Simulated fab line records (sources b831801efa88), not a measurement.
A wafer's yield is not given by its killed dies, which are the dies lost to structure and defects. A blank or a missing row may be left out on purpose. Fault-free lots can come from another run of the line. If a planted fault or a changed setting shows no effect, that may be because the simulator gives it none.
fab line records	flow gf180mcu
[record] lots = 5	wafers = 23
route steps=602 shown V5@544 TOP_METAL@569 PASSIVATION@598
start_h: hours from the record's opening day to when the first of the lot's shown wafers began	wait_h: hours from the lot's prior step to this one	" unchanged from the row above	L1.1+2: one row covering several wafers at once	- either no value or no given start	* or withheld: withheld	< > ~ a bound
route shown NAME@n: NAME is a module with steps in the file, n the number in the route of the first one	usual: mean/standard deviation taken from wafers without a fault	same: alike in all rows	chamber/n: place in a boat	sites: each site's reading	_std_site: their standard deviation	_edge_site: outer sites' mean less inner sites'	radius_mm: for every site, how far away it sits from the centre of the wafer	mask NAME#n: copy n	behind: the last tool/chamber to shape the wafer	hold: what put the lot on hold/how long, in hours/how the hold closed	device: transistor that didn't switch, given as n, p or np	end of line: the same wafers' tests at the end of the route	a step without rows: its recipe alone	killed: dies lost to structure and defects at the first sort, not the wafer's yield	map: dies across one wafer; x = killed, . = not, _ = none there
set.NAME: setting as actually run; set.NAME@STEP: the setting as run at that earlier step	model.NAME: the simulator's own value behind a step, which no gauge read
lots whose settings were changed on purpose; a table a step, a row a wafer
[[steps]]
[step GF_V5_CMP_04]
[recipe] material = SiO2	down_force_psi = 4	platen_rpm = 60	pad_velocity_m_s = 0.94248
lot.wafer	tool	chamber	start_h	wait_h	set.leave_above_ref_nm	model.SiO2_of_V5_CVD_02.thk_nm
L074.4	cmp-02	0	597.79	0.0	855	854
L074.1	"	1	"	"	824	825.2
L074.2	"	2	"	"	855	855.3
L074.3	"	3	"	"	824	823.6
L074.5	"	0	"	"	855	854.7
L076.4	cmp-01	1	621.11	0.0	855	854.6
L076.1	"	2	"	"	855	855.9
L076.3	"	3	"	"	810.4	809.6
L076.6	"	1	"	"	855	854.4
L076.5	"	2	"	"	810.4	809.9
L079.4	cmp-02	3	638.63	0.0	855	854.8
L079.1	"	0	"	"	855	855.5
L079.5	"	0	"	"	855	853.8
L080.3	cmp-01	3	651.98	0.0	855	856.1
L080.2	"	1	"	"	855	855
L080.1	"	2	"	"	874.2	874.7
L080.5	"	3	"	"	874.2	876.1
L080.6	"	0	"	"	855	855.7
L083.2	cmp-02	2	682.17	0.0	855	856.1
L083.4	"	3	"	"	855	855.8
L083.3+6	"	1,3	"	"	855	855.4
L083.5	"	2	"	"	855	855.2
[step GF_V5_DEVELOP_13]
[recipe] develop_time_s = 60	resist = KrF	dev_temp_c = 21
lot.wafer	tool	chamber	start_h	wait_h	set.dev_temp_c
L074.1+3+5	litho_track-04	0	618.76	0.2	21
L074.2+4	"	0	"	"	21.94
L076.1+6	litho_track-04	0	641.21	0.2	21
L076.3+4+5	"	0	"	"	23.3
L079.1+4+5	litho_track-04	0	658.41	0.2	21
L080.1+2+3	litho_track-04	0	671.81	0.2	21
L080.5+6	"	0	"	"	23.96
L083.2+3+4+5+6	litho_track-02	0	705.70	0.2	21
[step GF_V5_ETCH_16]
[recipe] chemistry = N2/H2	target_depth_a = withheld	overetch_a = withheld	time_s = withheld	target = BARC	ion_energy_ev = 200	source_w = 500	bias_w = 100	pressure_mtorr = 30	n2_flow_sccm = 100	h2_flow_sccm = 200
[step GF_V5_ETCH_17]
[recipe] chemistry = C4F8/O2/Ar	mask_material = KrF	target = SiO2	stop_on = TiN	source_w = 1500	bias_w = 1200	pressure_mtorr = 40	c4f8_flow_sccm = withheld	O2_flow_sccm = 6	Ar_flow_sccm = 300	time_s = withheld	target_depth_a = 8550
lot.wafer	tool	chamber	start_h	wait_h	set.leave_above_ref_nm@V5_CMP_04	model.V5.feature_depth_nm
L074.1	rie_diel-04	0	-	-	824	825.2
L074.2	"	2	"	"	855	855.3
L074.3	"	1	"	"	824	823.6
L074.4	"	2	"	"	855	854
L074.5	"	0	"	"	855	854.7
L076.1	rie_diel-04	0	-	-	855	855.9
L076.3	"	2	"	"	810.4	809.6
L076.4	"	1	"	"	855	854.6
L076.5	"	0	"	"	810.4	809.9
L076.6	"	2	"	"	855	854.4
L079.1	rie_diel-02	0	-	-	855	855.5
L079.4	"	1	"	"	855	854.8
L079.5	"	3	"	"	855	853.8
L080.1	rie_diel-04	3	-	-	874.2	874.7
L080.2	"	2	"	"	855	855
L080.3	"	1	"	"	855	856.1
L080.5	"	3	"	"	874.2	876.1
L080.6	"	1	"	"	855	855.7
L083.2	rie_diel-03	1	-	-	855	856.1
L083.3+6	"	0,2	"	"	855	855.4
L083.4	"	3	"	"	855	855.8
L083.5	"	3	"	"	855	855.2
[step GF_TOP_METAL_SPUTTER_02]
[recipe] material = AlCu	target_thk_nm = 900	power_w = 10600	chamber_pressure_pa = 0.3	substrate_temp_c = 250	gas = Ar	time_s = 47.82
lot.wafer	tool	chamber	start_h	wait_h	set.power_w	model.AlCu_of_TOP_METAL_SPUTTER_02.thk_nm
L074.1	pvd_sputter-04	-	620.58	0.0	10010	848
L074.2	"	-	"	"	10600	899
L074.3	"	-	"	"	10600	892.3
L074.4	"	-	"	"	10600	900
L074.5	"	-	"	"	10010	840.5
L076.1	pvd_sputter-04	-	643.04	0.0	11310	960.3
L076.3	"	-	"	"	10600	891.5
L076.4	"	-	"	"	10600	895.7
L076.5	"	-	"	"	11310	951.3
L076.6	"	-	"	"	11310	955.5
L079.1	pvd_sputter-04	-	660.24	0.0	10600	892.3
L079.4	"	-	"	"	10600	895
L079.5	"	-	"	"	10600	893.3
L080.1	pvd_sputter-04	-	673.63	0.0	11550	987.5
L080.2	"	-	"	"	10600	905.2
L080.3	"	-	"	"	11550	978.9
L080.5	"	-	"	"	11550	985.7
L080.6	"	-	"	"	10600	912
L083.2	pvd_sputter-04	-	707.49	0.0	10600	889.4
L083.3	"	-	"	"	10600	896.8
L083.4	"	-	"	"	9477	802.8
L083.5	"	-	"	"	9477	803.8
L083.6	"	-	"	"	9477	800.5
[step GF_TOP_METAL_SPUTTER_03]
[recipe] material = Ti	target_thk_nm = 5	substrate_temp_c = 300	chamber_pressure_pa = 0.3	power_w = 3000	time_s = 3.3
[step GF_TOP_METAL_SPUTTER_04]
[recipe] material = TiN	target_thk_nm = 25	power_w = 6500	time_s = 20.8	chamber_pressure_pa = 0.4
[step GF_TOP_METAL_RS_MEAS_05]
[recipe] thk_meas_gauge = four-point-probe	reads = TiN_of_TOP_METAL_SPUTTER_04+Ti_of_TOP_METAL_SPUTTER_03+AlCu_of_TOP_METAL_SPUTTER_02+TiN_of_TOP_METAL_SPUTTER_01+Ti_of_TOP_METAL_SPUTTER_00
[usual] TOP_METAL_ALCU_RS = 0.03295/0.00024
lot.wafer	tool	chamber	start_h	wait_h	set.power_w@TOP_METAL_SPUTTER_02	TOP_METAL_ALCU_RS[ohm/sq]
L074.1	film_metro-01	-	620.67	0.0	10010	0.03475
L074.2	"	-	"	"	10600	0.03282
L074.3	"	-	"	"	10600	0.03306
L074.4	"	-	"	"	10600	0.0328
L074.5	"	-	"	"	10010	0.03506
L076.1	film_metro-04	-	643.13	0.0	11310	0.03068
L076.3	"	-	"	"	10600	0.03309
L076.4	"	-	"	"	10600	0.03287
L076.5	"	-	"	"	11310	0.03098
L076.6	"	-	"	"	11310	0.03082
L079.1	film_metro-02	-	660.33	0.0	10600	0.03313
L079.4	"	-	"	"	10600	0.03299
L079.5	"	-	"	"	10600	0.03298
L080.1	film_metro-01	-	673.72	0.0	11550	0.02988
L080.2	"	-	"	"	10600	0.03263
L080.3	"	-	"	"	11550	0.03006
L080.5	"	-	"	"	11550	0.0299
L080.6	"	-	"	"	10600	0.0323
L083.2	film_metro-01	-	707.60	0.0	10600	0.03316
L083.3	"	-	"	"	10600	0.03292
L083.4	"	-	"	"	9477	0.0368
L083.5	"	-	"	"	9477	0.03662
L083.6	"	-	"	"	9477	0.03691
[step GF_TOP_METAL_THK_MEAS_06]
[recipe] thk_meas_gauge = xrf	reads = AlCu_of_TOP_METAL_SPUTTER_02
[usual] TOP_METAL_ALCU_THK = 880/8.3
lot.wafer	tool	chamber	start_h	wait_h	set.power_w@TOP_METAL_SPUTTER_02	TOP_METAL_ALCU_THK[nm]
L074.1	film_metro-01	-	620.79	0.1	10010	838
L074.2	"	-	"	"	10600	888
L074.3	"	-	"	"	10600	881
L074.4	"	-	"	"	10600	897
L074.5	"	-	"	"	10010	832
L076.1	film_metro-04	-	643.25	0.1	11310	942
L076.3	"	-	"	"	10600	875
L076.4	"	-	"	"	10600	881
L076.5	"	-	"	"	11310	936
L076.6	"	-	"	"	11310	940
L079.1	film_metro-02	-	660.45	0.1	10600	876
L079.4	"	-	"	"	10600	878
L079.5	"	-	"	"	10600	878
L080.1	film_metro-01	-	673.84	0.1	11550	972
L080.2	"	-	"	"	10600	887
L080.3	"	-	"	"	11550	963
L080.5	"	-	"	"	11550	971
L080.6	"	-	"	"	10600	897
L083.2	film_metro-01	-	707.71	0.1	10600	871
L083.3	"	-	"	"	10600	883
L083.4	"	-	"	"	9477	789
L083.5	"	-	"	"	9477	788
L083.6	"	-	"	"	9477	785
[step GF_TOP_METAL_METAL_ETCH_16]
[recipe] chemistry = Cl2/BCl3	mask_material = NOVOLAK	target_depth_nm = 1077.5	stop_on = SiO2	pressure_mtorr = 8	icp_w = 800	bias_w = 140	Cl2_flow_sccm = 80	bcl3_flow_sccm = 40	time_s = 179.6
[usual] oes_product_au = 0.962/0.0055
lot.wafer	tool	chamber	start_h	wait_h	set.time_s	set.power_w@TOP_METAL_SPUTTER_02	oes_product_au
L074.1	rie_metal-01	0	641.11	0.0	179.6	10010	0.940
L074.2	"	1	"	"	179.6	10600	0.962
L074.3	"	0	"	"	206.3	10600	0.956
L074.4	"	1	"	"	206.3	10600	0.950
L074.5	"	1	"	"	206.3	10010	0.919
L076.1	rie_metal-04	0	663.03	0.0	179.6	11310	0.988
L076.3	"	0	"	"	179.6	10600	0.967
L076.4	"	0	"	"	179.6	10600	0.969
L076.5	"	0	"	"	179.6	11310	0.992
L076.6	"	0	"	"	179.6	11310	0.987
L079.1	rie_metal-04	0	680.06	0.0	179.6	10600	0.959
L079.4	"	0	"	"	179.6	10600	0.960
L079.5	"	1	"	"	179.6	10600	0.967
L080.1	rie_metal-01	1	691.78	0.0	179.6	11550	0.991
L080.2	"	0	"	"	179.6	10600	0.967
L080.3	"	1	"	"	157.8	11550	0.996
L080.5	"	1	"	"	157.8	11550	0.996
L080.6	"	0	"	"	179.6	10600	0.970
L083.2	rie_metal-04	1	724.77	0.0	179.6	10600	0.956
L083.3	"	1	"	"	179.6	10600	0.959
L083.4	"	0	"	"	179.6	9477	0.913
L083.5	"	0	"	"	179.6	9477	0.908
L083.6	"	1	"	"	179.6	9477	0.911
[step GF_TOP_METAL_STRIP_17]
[recipe] chemistry = O2/N2	power_w = 1400	pressure_mtorr = 1500	platen_temp_c = 250	o2_flow_sccm = 3000	n2_flow_sccm = 300	overash_fraction = 0.5
[usual] strip_time_to_endpoint_s = 13.61/0.07
lot.wafer	tool	chamber	start_h	wait_h	set.time_s@TOP_METAL_METAL_ETCH_16	strip_time_to_endpoint_s
L074.1	plasma_asher-01	0	641.29	0.1	179.6	13.63
L074.2	"	1	"	"	179.6	13.61
L074.3	"	0	"	"	206.3	12.87
L074.4	"	1	"	"	206.3	12.84
L074.5	"	1	"	"	206.3	12.84
L076.1	plasma_asher-02	1	663.38	0.3	179.6	13.56
L076.3	"	0	"	"	179.6	13.58
L076.4	"	1	"	"	179.6	13.56
L076.5	"	0	"	"	179.6	13.57
L076.6	"	1	"	"	179.6	13.59
L079.1	plasma_asher-01	0	680.24	0.1	179.6	13.73
L079.4	"	0	"	"	179.6	13.73
L079.5	"	0	"	"	179.6	13.59
L080.1	plasma_asher-03	0	691.95	0.1	179.6	13.66
L080.2	"	1	"	"	179.6	13.68
L080.3	"	0	"	"	157.8	14.30
L080.5	"	1	"	"	157.8	14.25
L080.6	"	0	"	"	179.6	13.75
L083.2	plasma_asher-02	0	724.94	0.1	179.6	13.63
L083.3	"	0	"	"	179.6	13.64
L083.4	"	1	"	"	179.6	13.64
L083.5	"	0	"	"	179.6	13.66
L083.6	"	1	"	"	179.6	13.62
[step GF_PASSIVATION_ETCH_11]
[recipe] chemistry = CF4/O2	target_depth_nm = 1800	stop_on = TiN	source_w = 800	bias_w = 150	pressure_mtorr = 150	cf4_flow_sccm = 80	O2_flow_sccm = 10	time_s = 400
lot.wafer	tool	chamber	start_h	wait_h	set.bias_w	model.coat_of_PASSIVATION_COAT_06.thk_nm
L074.1	rie_diel-02	0	661.97	-	150	2819
L074.2+5	"	2,1	"	"	150	2814
L074.3	"	3	"	"	150	2801
L074.4	"	1	"	"	150	2816
L076.1	rie_diel-03	3	683.17	-	150	2818
L076.3	"	1	"	"	150	2822
L076.4	"	2	"	"	150	2833
L076.5	"	2	"	"	150	2841
L076.6	"	1	"	"	150	2823
L079.1	rie_diel-01	0	699.62	-	150	2796
L079.4	"	1	"	"	150	2817
L079.5	"	2	"	"	150	2787
L080.1	rie_diel-01	2	710.41	-	150	2786
L080.2	"	1	"	"	135.8	2853
L080.3	"	0	"	"	135.8	2848
L080.5	"	2	"	"	150	2777
L080.6	"	0	"	"	150	2797
L083.2	rie_diel-01	3	742.67	-	150	2795
L083.3	"	0	"	"	165.9	2769
L083.4	"	2	"	"	150	2794
L083.5	"	3	"	"	165.9	2741
L083.6	"	2	"	"	165.9	2755
[step GF_PASSIVATION_STRIP_12]
[recipe] chemistry = O2/N2	power_w = 1400	pressure_mtorr = 1500	platen_temp_c = 250	o2_flow_sccm = 3000	n2_flow_sccm = 300	overash_fraction = 0.5
[usual] strip_time_to_endpoint_s = 34.79/0.18
lot.wafer	tool	chamber	start_h	wait_h	set.bias_w@PASSIVATION_ETCH_11	strip_time_to_endpoint_s
L074.1	plasma_asher-04	0	662.21	0.1	150	35.01
L074.2	"	1	"	"	150	34.95
L074.3	"	1	"	"	150	34.81
L074.4	"	0	"	"	150	34.95
L074.5	"	0	"	"	150	34.94
L076.1	plasma_asher-02	1	683.41	0.1	150	34.99
L076.3	"	0	"	"	150	35.03
L076.4	"	1	"	"	150	35.16
L076.5	"	1	"	"	150	35.27
L076.6	"	0	"	"	150	35.06
L079.1	plasma_asher-02	1	699.86	0.1	150	34.74
L079.4	"	1	"	"	150	34.98
L079.5	"	0	"	"	150	34.62
L080.1	plasma_asher-04	1	710.65	0.1	150	34.62
L080.2	"	0	"	"	135.8	35.37
L080.3	"	1	"	"	135.8	35.36
L080.5	"	1	"	"	150	34.49
L080.6	"	0	"	"	150	34.75
L083.2	plasma_asher-03	0	743.03	0.2	150	34.71
L083.3	"	0	"	"	165.9	34.41
L083.4	"	1	"	"	150	34.72
L083.5	"	1	"	"	165.9	34.11
L083.6	"	0	"	"	165.9	34.22
[[key]]
[split] step = GF_V5_CMP_04	setting = leave_above_ref_nm	stated = 855	by = wafer
[response] step = GF_V5_CMP_04	reading = model.SiO2_of_V5_CVD_02.thk_nm	change = +8.59	per = 1%	r = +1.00
[response] step = GF_V5_ETCH_17	reading = model.V5.feature_depth_nm	change = +8.59	per = 1%	r = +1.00
[split] step = GF_V5_DEVELOP_13	setting = dev_temp_c	stated = 21	by = wafer
response none clear
[split] step = GF_TOP_METAL_SPUTTER_02	setting = power_w	stated = 10600	by = wafer
[response] step = GF_TOP_METAL_SPUTTER_02	reading = model.AlCu_of_TOP_METAL_SPUTTER_02.thk_nm	change = +8.75	per = 1%	r = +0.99
[response] step = GF_TOP_METAL_RS_MEAS_05	reading = TOP_METAL_ALCU_RS	change = -0.000327	per = 1%	r = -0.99
[response] step = GF_TOP_METAL_THK_MEAS_06	reading = TOP_METAL_ALCU_THK	change = +8.72	per = 1%	r = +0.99
[response] step = GF_TOP_METAL_METAL_ETCH_16	reading = oes_product_au	change = +0.00375	per = 1%	r = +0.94
[split] step = GF_TOP_METAL_METAL_ETCH_16	setting = time_s	stated = 179.6	by = wafer
[response] step = GF_TOP_METAL_STRIP_17	reading = strip_time_to_endpoint_s	change = *	per = 1%	r = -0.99
[split] step = GF_PASSIVATION_ETCH_11	setting = bias_w	stated = 150	by = wafer
[response] step = GF_PASSIVATION_ETCH_11	reading = model.coat_of_PASSIVATION_COAT_06.thk_nm	change = -5.09	per = 1%	r = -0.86
[response] step = GF_PASSIVATION_STRIP_12	reading = strip_time_to_endpoint_s	change = *	per = 1%	r = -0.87
